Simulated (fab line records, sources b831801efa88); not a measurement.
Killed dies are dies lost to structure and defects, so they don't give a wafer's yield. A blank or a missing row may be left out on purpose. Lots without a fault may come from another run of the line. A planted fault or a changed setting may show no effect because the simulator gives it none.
Which tool did it? | flow gf180mcu | 12 lots, 36 wafers sampled, at 5 steps of a route of 602

WHAT THE GAUGES READ, wafer by wafer
GF_M1_RS_MEAS_05: measures by four-point-probe. Usual: M1_ALCU_RS 0.0695 ohm/sq, standard deviation 0.00083.
lot  | measured     | on            | M1_ALCU_RS (ohm/sq)  | flag
L483 | day 16 12:57 | film_metro-04 | 0.0707 0.0705 0.0697 |
L484 | day 16 22:14 | film_metro-01 | 0.0692 0.0697 0.0695 |
L487 | day 18 02:34 | film_metro-02 | 0.0686 0.0684 0.0690 |
L488 | day 18 11:08 | film_metro-02 | 0.0692 0.0696 0.0698 |
L491 | day 19 19:56 | film_metro-04 | 0.0691 0.0698 0.0702 |
L492 | day 19 22:34 | film_metro-02 | 0.0693 0.0693 0.0686 |
L494 | day 20 14:14 | film_metro-02 | 0.0683 0.0684 0.0684 |
L495 | day 21 01:32 | film_metro-04 | 0.0700 0.0695 0.0694 |
L496 | day 21 21:04 | film_metro-04 | 0.0693 0.0693 0.0688 |
L497 | day 22 01:04 | film_metro-02 | 0.0691 0.0695 0.0701 |
L498 | day 22 03:51 | film_metro-04 | 0.0690 0.0708 0.0694 |
L499 | day 22 09:18 | film_metro-02 | 0.0704 0.0705 0.0700 |

GF_V1_THK_MEAS_01. Usual: V1_CVD_00_THK 601 nm, standard deviation 7.4.
lot  | measured     | on            | V1_CVD_00_THK (nm) | flag
L483 | day 17 13:10 | film_metro-02 | 597 600 597        |
L484 | day 17 21:39 | film_metro-02 | 616 597 604        |
L487 | day 19 04:10 | film_metro-04 | 601 607 593        |
L488 | day 19 12:04 | film_metro-04 | 608 601 600        |
L491 | day 20 20:46 | film_metro-04 | 607 608 604        |
L492 | day 20 23:35 | film_metro-03 | 614 607 610        |
L494 | day 21 15:06 | film_metro-03 | 611 608 603        |
L495 | day 22 02:06 | film_metro-04 | 595 604 589        |
L496 | day 22 20:36 | film_metro-04 | 300 310 301        | OFF
L497 | day 23 01:20 | film_metro-04 | 299 291 312        | OFF
L498 | day 23 03:29 | film_metro-04 | 594 603 611        |
L499 | day 23 09:14 | film_metro-04 | 302 307 303        | OFF

GF_V1_BOW_MEAS_05. Usual: V1_BOW 82 um, standard deviation 8.1.
lot  | measured     | on            | V1_BOW (um) | flag
L483 | day 17 13:39 | film_metro-04 | 76 69 69    |
L484 | day 17 22:08 | film_metro-04 | 92 94 81    |
L487 | day 19 04:40 | film_metro-02 | 85 88 84    |
L488 | day 19 12:35 | film_metro-02 | 89 100 76   |
L491 | day 20 21:18 | film_metro-02 | 75 79 81    |
L492 | day 21 00:05 | film_metro-04 | 78 76 78    |
L494 | day 21 15:35 | film_metro-02 | 74 76 82    |
L495 | day 22 02:37 | film_metro-03 | 80 88 82    |
L496 | day 22 21:07 | film_metro-03 | 69 60 44    | OFF
L497 | day 23 01:50 | film_metro-04 | 86 76 75    |
L498 | day 23 03:58 | film_metro-04 | 91 87 90    |
L499 | day 23 09:44 | film_metro-03 | 68 59 64    |

WHICH TOOL RAN EACH LOT (tool, then ch and the chambers of the sampled wafers, then the start)
lot  | GF_M1_STRIP_17                       | GF_V1_CVD_00
L483 | plasma_asher-01 ch 0,1, day 17 12:31 | hdpcvd-02 ch 1,2, day 17 13:04
L484 | plasma_asher-04 ch 0,1, day 17 20:58 | hdpcvd-02 ch 0,2, day 17 21:32
L487 | plasma_asher-01 ch 0,1, day 19 03:32 | hdpcvd-01 ch 0,2, day 19 04:05
L488 | plasma_asher-01 ch 0,1, day 19 11:29 | hdpcvd-01 ch 1,2, day 19 11:59
L491 | plasma_asher-02 ch 0, day 20 20:07   | hdpcvd-01 ch 1,2, day 20 20:41
L492 | plasma_asher-02 ch 0,1, day 20 22:56 | hdpcvd-01 ch 1,2, day 20 23:31
L494 | plasma_asher-01 ch 0,1, day 21 14:29 | hdpcvd-01 ch 1,2, day 21 15:02
L495 | plasma_asher-04 ch 0,1, day 22 01:30 | hdpcvd-01 ch 0,1, day 22 02:01
L496 | plasma_asher-04 ch 0,1, day 22 20:00 | hdpcvd-01 ch 0,1, day 22 20:31
L497 | plasma_asher-04 ch 0,1, day 23 00:43 | hdpcvd-01 ch 0,1,2, day 23 01:16
L498 | plasma_asher-01 ch 0,1, day 23 02:53 | hdpcvd-02 ch 0,1,2, day 23 03:25
L499 | plasma_asher-02 ch 0,1, day 23 08:37 | hdpcvd-01 ch 0,2, day 23 09:09
- GF_M1_STRIP_17: strips in O2/N2.
- GF_V1_CVD_00: deposits SiO2, target thk 600 nm, time 100 s.

WHAT THE TOOLS THEMSELVES READ (means of the sampled wafers that have a number; where no wafer has one, the mark that the record gives instead)
GF_M1_STRIP_17. Usual: drypump_motor_current_A 5.5 A, standard deviation 0.33; heater_power_w 311 W, standard deviation 22; oes_product_au 0.557 a.u., standard deviation 0.0053; strip_time_to_endpoint_s 7.86 s, standard deviation 0.042.
lot  | tool            | drypump_motor_current_A (A) | heater_power_w (W) | oes_product_au (a.u.) | strip_time_to_endpoint_s (s) | flag
L483 | plasma_asher-01 | 5.8                         | 313                | 0.560                 | 7.90                         |
L484 | plasma_asher-04 | 5.4                         | 296                | 0.558                 | 7.89                         |
L487 | plasma_asher-01 | 5.5                         | 318                | 0.563                 | 7.93                         |
L488 | plasma_asher-01 | 5.8                         | 311                | 0.556                 | 7.88                         |
L491 | plasma_asher-02 | 5.4                         | 289                | 0.554                 | 7.82                         |
L492 | plasma_asher-02 | 5.1                         | 332                | 0.561                 | 7.89                         |
L494 | plasma_asher-01 | 5.5                         | 311                | 0.556                 | 7.89                         |
L495 | plasma_asher-04 | 5.4                         | 300                | 0.555                 | 7.85                         |
L496 | plasma_asher-04 | 5.4                         | 297                | 0.561                 | 7.89                         |
L497 | plasma_asher-04 | 5.4                         | 303                | 0.557                 | 7.86                         |
L498 | plasma_asher-01 | 5.7                         | 309                | 0.558                 | 7.85                         |
L499 | plasma_asher-02 | 5.2                         | 308                | 0.561                 | 7.88                         |

GF_V1_CVD_00. Usual: sih4_flow_sccm 60.03 sccm, standard deviation 0.17.
lot  | tool      | sih4_flow_sccm (sccm) | flag
L483 | hdpcvd-02 | 59.90                 |
L484 | hdpcvd-02 | 60.04                 |
L487 | hdpcvd-01 | 59.86                 |
L488 | hdpcvd-01 | 59.92                 |
L491 | hdpcvd-01 | 59.87                 |
L492 | hdpcvd-01 | 60.07                 |
L494 | hdpcvd-01 | 59.93                 |
L495 | hdpcvd-01 | 60.15                 |
L496 | hdpcvd-01 | 30.16                 | OFF
L497 | hdpcvd-01 | 30.11                 | OFF
L498 | hdpcvd-02 | 60.03                 |
L499 | hdpcvd-01 | 30.01                 | OFF

THE ANSWER, worked out from the rows above alone
Rule: a lot is off if the mean of its wafers that have a number lies more than 3 standard deviations from the usual mean. A lot without any number at a reading at which 4 lots or more have one is off too. The other lots that the step has rows for count as sound. The gauges are gone through in route order, then the tools' own readings, and for those a lot's mean is taken as printed above. The first step at which some lot is off is used, and at that step the reading that is off furthest; a lot without a number counts as furthest.
Off: L496, L497, L499, at GF_V1_THK_MEAS_01 (V1_CVD_00_THK).
A tool fits if, at a process step before that reading, it ran every lot that is off, and no sound lot after the first of them. The gauges at GF_V1_THK_MEAS_01 aren't tried: what is off there is off at GF_V1_CVD_00 too, on other tools, and a gauge's error can't cause that. One fits: hdpcvd-01 at GF_V1_CVD_00. Its last sound lot is L495 (day 22 02:01), its first lot that is off L496 (day 22 20:31): a fault that began between those two fits.
The tool's own readings at GF_V1_CVD_00 bear it out: on the lots that are off they differ by more than 5 times the standard deviation of the sound lots' means. sih4_flow_sccm reads 30.09 sccm there against 59.97 sccm on the sound lots.

WHAT THE SIMULATOR HAD PUT IN
Process parameter drift: hdpcvd-01, from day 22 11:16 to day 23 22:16, at GF_V1_CVD_00. Setting sih4_flow_sccm, moved by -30, from 60. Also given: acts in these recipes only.
Lots struck among those shown: L496, L497, L499. The rule above found the same.
